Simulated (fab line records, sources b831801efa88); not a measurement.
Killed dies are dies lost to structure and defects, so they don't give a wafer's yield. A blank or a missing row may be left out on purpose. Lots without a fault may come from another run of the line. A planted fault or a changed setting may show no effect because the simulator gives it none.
A struck lot beside a sound one | flow gf180mcu | 43 steps out of a route of 602
Sound: wafers L766.2, L766.4, L766.6. Struck: wafer L772.4. (L772.5 of the same lot was not struck and is left out.) The cause comes at the end.
At each step with rows: each side's tool, then ch and its chambers, then its first start. Under that, the readings that differ: sound wafers | struck wafers | difference of the means | sigmas: that difference in standard deviations of wafers without a fault.
alike: readings whose means differ by less than 2 such deviations, and words and numbers that are the same on both sides. not compared: withheld readings, readings that some wafer has no value for, bounds like >300 that may hide the same value, and numbers for which the record gives no deviation and whose values overlap.
The two part at a step that has a row with sigmas, a row that says differs or no value, or rows on one side only. Numbers that don't overlap but have no deviation are shown without sigmas and don't part them. A reading that every wafer of one side lacks parts them only if that side has two wafers or more.

first, 2 steps without rows for these wafers: GF_CONTACT_CLEAN_20 (cleans in DIW); GF_CONTACT_CLEAN_21 (cleans in dHF, time 20 s).
GF_CONTACT_SPUTTER_22: material Ti, target thk 15 nm, time 80.02 s.
  sound on pvd_sputter-01, day 17 01:14; struck on pvd_sputter-02, day 18 22:05
  alike: chamber_pressure_pa, throttle_valve_pct
then, 2 steps without rows for these wafers: GF_CONTACT_SPUTTER_23 (material TiN, target thk 10 nm, time 40 s); GF_CONTACT_CVD_24 (deposits W, target thk 300 nm, time 90.339 s).
GF_CONTACT_RS_MEAS_25: measures by four-point-probe.
  sound on film_metro-01, day 17 01:33; struck on film_metro-02, day 18 22:21
  alike: CONTACT_W_RS
GF_CONTACT_THK_MEAS_26: measures by xrf.
  sound on film_metro-01, day 17 01:40; struck on film_metro-02, day 18 22:26
  reading            | sound       | struck | difference | sigmas
  CONTACT_W_THK (nm) | 300 299 300 | 310    | +10        | +2
GF_CONTACT_CMP_27: polishes, stops on SiO2, t overpolish 15 s, target thk 0 nm.
  sound on cmp-01 ch 0,1,3, day 17 01:46; struck on cmp-02 ch 0, day 18 22:34
  reading              | sound                | struck | difference | sigmas
  overpolish_run_s (s) | 15.018 15.003 15.007 | 14.989 | -0.020     | -2
  alike: motor_current_A, time_to_endpoint_s
then, 2 steps without rows for these wafers: GF_M1_SPUTTER_00 (material Ti, target thk 37.5 nm, time 150 s); GF_M1_SPUTTER_01 (material TiN, target thk 30 nm, time 25 s).
GF_M1_SPUTTER_02: material AlCu, target thk 450 nm, time 23.9 s.
  sound on pvd_sputter-04, day 17 02:08; struck on pvd_sputter-04, day 18 22:54
  alike: chamber_pressure_pa, throttle_valve_pct
GF_M1_SPUTTER_03: material Ti, target thk 10 nm, time 6.7 s.
  sound on pvd_sputter-04, day 17 02:10; struck on pvd_sputter-04, day 18 22:56
  alike: chamber_pressure_pa, throttle_valve_pct
GF_M1_SPUTTER_04: material TiN, target thk 50 nm, time 41.7 s.
  sound on pvd_sputter-04, day 17 02:11; struck on pvd_sputter-04, day 18 22:57
  reading                                | sound            | struck | difference | sigmas
  model.TiN_of_M1_SPUTTER_04.thk_nm (nm) | 50.5 50.48 50.24 | 44.68  | -5.73      |
  alike: chamber_pressure_pa, throttle_valve_pct
GF_M1_RS_MEAS_05: measures by four-point-probe.
  sound on film_metro-04, day 17 02:15; struck on film_metro-04, day 18 23:03
  alike: M1_ALCU_RS
GF_M1_THK_MEAS_06: measures by xrf.
  sound on film_metro-04, day 17 02:22; struck on film_metro-04, day 18 23:08
  alike: M1_ALCU_THK
then, 7 steps without rows for these wafers: GF_M1_DEHYDRATE_07 (time 60 s); GF_M1_HMDS_08 (prime time 60 s); GF_M1_COAT_09 (resist thk 1000 nm); GF_M1_SOFTBAKE_10 (time 60 s); GF_M1_EXPOSE_11 (exposes mask Metal1, target cd 230 nm); GF_M1_PEB_12 (peb time 90 s); GF_M1_DEVELOP_13 (develop time 60 s).
GF_M1_CD_MEAS_14: target cd 230 nm.
  sound on cd_sem-02, day 18 03:13; struck on cd_sem-01, day 20 00:53
  alike: cd_nm
GF_M1_OVL_MEAS_15:
  sound on overlay-01, day 18 03:19; struck on overlay-01, day 20 00:58
  alike: M1_OVL
then, 5 steps without rows for these wafers: GF_M1_METAL_ETCH_16 (etches the open film in Cl2/BCl3, stops on SiO2, target depth 750.8 nm, time 125.1 s); GF_M1_STRIP_17 (strips in O2/N2); GF_M1_STRIP_18 (strips in post etch residue remover, time 1200 s); GF_M1_CLEAN_19 (cleans in DIW); GF_V1_CVD_00 (deposits SiO2, target thk 600 nm, time 100 s).
GF_V1_THK_MEAS_01:
  sound on film_metro-04, day 18 04:06; struck on film_metro-02, day 20 01:45
  alike: V1_CVD_00_THK
GF_V1_CVD_02: deposits SiO2 from TEOS, target thk 850 nm, time 94.851 s.
  sound on pecvd-03 ch 0,1,2, day 18 04:09; struck on pecvd-04 ch 1, day 20 01:49
  alike: heater_power_outer_w, heater_power_w
GF_V1_THK_MEAS_03:
  sound on film_metro-01, day 18 04:14; struck on film_metro-02, day 20 01:53
  alike: V1_CVD_02_THK
then, 1 step without rows for these wafers: GF_V1_CMP_04 (polishes SiO2).
GF_V1_BOW_MEAS_05:
  sound on film_metro-02, day 18 04:36; struck on film_metro-04, day 20 02:16
  alike: V1_BOW
then, 8 steps without rows for these wafers: GF_V1_DEHYDRATE_06 (time 60 s); GF_V1_HMDS_07 (prime time 60 s); GF_V1_COAT_08; GF_V1_COAT_09 (resist thk 1000 nm); GF_V1_SOFTBAKE_10 (time 60 s); GF_V1_EXPOSE_11 (exposes mask Via1, target cd 260 nm); GF_V1_PEB_12 (peb time 90 s); GF_V1_DEVELOP_13 (develop time 60 s).
GF_V1_STRIP_19: strips in post etch residue remover, time 1200 s.
  sound on wet_bench-01 ch 2, day 19 05:55; struck on wet_bench-01 ch 3, day 21 01:22
  reading                                | sound             | struck | difference | sigmas
  model.TiN_of_M1_SPUTTER_04.thk_nm (nm) | 49.65 49.64 49.39 | 43.84  | -5.72      |

WHERE THEY PART
First at GF_CONTACT_THK_MEAS_26; last, within this record, at GF_CONTACT_CMP_27. Later steps at which nothing parts them and some readings are alike: GF_M1_SPUTTER_02, GF_M1_SPUTTER_03, GF_M1_SPUTTER_04, GF_M1_RS_MEAS_05, GF_M1_THK_MEAS_06, GF_M1_CD_MEAS_14, GF_M1_OVL_MEAS_15, GF_V1_THK_MEAS_01, GF_V1_CVD_02, GF_V1_THK_MEAS_03, GF_V1_BOW_MEAS_05.

WHY: what the simulator had put in
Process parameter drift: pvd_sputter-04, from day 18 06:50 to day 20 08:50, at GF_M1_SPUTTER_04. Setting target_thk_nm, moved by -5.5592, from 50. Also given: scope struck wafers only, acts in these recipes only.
